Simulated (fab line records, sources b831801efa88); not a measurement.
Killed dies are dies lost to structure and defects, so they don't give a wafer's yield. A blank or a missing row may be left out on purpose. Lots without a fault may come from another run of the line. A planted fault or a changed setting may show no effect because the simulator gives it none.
Which tool did it? | flow gf180mcu | 11 lots, 33 wafers sampled, at 3 steps of a route of 602

WHAT THE GAUGES READ, wafer by wafer
GF_M4_RS_MEAS_05: measures by four-point-probe.
lot  | measured     | on            | M4_ALCU_RS (ohm/sq)
L790 | day 23 00:19 | film_metro-02 | 0.0706 0.0700 0.0703
L791 | day 23 10:02 | film_metro-02 | 0.0693 0.0706 0.0677
L795 | day 25 00:55 | film_metro-02 | 0.0692 0.0696 0.0690
L797 | day 25 13:23 | film_metro-02 | 0.0698 0.0693 0.0695
L802 | day 27 05:58 | film_metro-02 | 0.0994 0.0991 0.0998
L804 | day 27 21:21 | film_metro-04 | 0.1010 0.1033 0.1013
L805 | day 28 06:07 | film_metro-04 | 0.0698 0.0690 0.0702
L807 | day 28 14:52 | film_metro-02 | 0.0688 0.0686 0.0687
L808 | day 28 22:08 | film_metro-04 | 0.0696 0.0695 0.0689
L810 | day 29 13:38 | film_metro-04 | 0.0723 0.0699 0.0695
L811 | day 29 22:54 | film_metro-02 | 0.0708 0.0708 0.0716

WHICH TOOL RAN EACH LOT (tool, then ch and the chambers of the sampled wafers, then the start)
lot  | GF_V2_CVD_23                  | GF_M4_SPUTTER_02
L790 | cvd_w-02 ch 0,1, day 20 21:47 | pvd_sputter-02, day 23 00:14
L791 | cvd_w-02 ch 0,1, day 21 08:09 | pvd_sputter-01, day 23 09:56
L795 | cvd_w-02 ch 0,1, day 23 00:13 | pvd_sputter-04, day 25 00:49
L797 | cvd_w-02 ch 1, day 23 13:32   | pvd_sputter-02, day 25 13:17
L802 | cvd_w-02 ch 1, day 25 07:45   | pvd_sputter-02, day 27 05:52
L804 | cvd_w-02 ch 0,1, day 26 00:19 | pvd_sputter-02, day 27 21:13
L805 | cvd_w-02 ch 0,1, day 26 09:37 | pvd_sputter-04, day 28 06:02
L807 | cvd_w-01 ch 0,1, day 26 18:46 | pvd_sputter-01, day 28 14:44
L808 | cvd_w-01 ch 0,1, day 27 02:28 | pvd_sputter-04, day 28 22:01
L810 | cvd_w-02 ch 0,1, day 27 19:05 | pvd_sputter-01, day 29 13:33
L811 | cvd_w-02 ch 0,1, day 28 05:22 | pvd_sputter-04, day 29 22:46
- GF_V2_CVD_23: deposits W, target thk 350 nm, time 104.94 s.
- GF_M4_SPUTTER_02: material AlCu, target thk 450 nm, time 23.9 s.

THE ANSWER, worked out from the rows above alone
Rule: what is usual is taken from the lots themselves. Put in order of their means at a reading, lots are off if they are a third of the lots or fewer, leave a main group of 4 or more, and stand apart from it by a gap of 3 or more times the standard deviation of the main group's means; of several such gaps the widest counts. A main group whose means are all the same, to the digits that the tables above print for the reading, isn't used. A lot without any number at a reading at which 4 lots or more have one is off too. The other lots that the step has rows for count as sound.
Off: L802, L804, at GF_M4_RS_MEAS_05 (M4_ALCU_RS). The main group: mean 0.0697 ohm/sq, standard deviation 0.00071.
A tool fits if, at a process step before that reading, it ran every lot that is off, and no sound lot after the first of them. The gauges at GF_M4_RS_MEAS_05 are tried like those tools. One fits: pvd_sputter-02 at GF_M4_SPUTTER_02. Its last sound lot is L797 (day 25 13:17), its first lot that is off L802 (day 27 05:52): a fault that began between those two fits.

WHAT THE SIMULATOR HAD PUT IN
Process parameter drift: pvd_sputter-02, from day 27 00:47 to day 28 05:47, at GF_M4_SPUTTER_02. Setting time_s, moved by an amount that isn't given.
Lots struck among those shown: L802, L804. The rule above found the same.
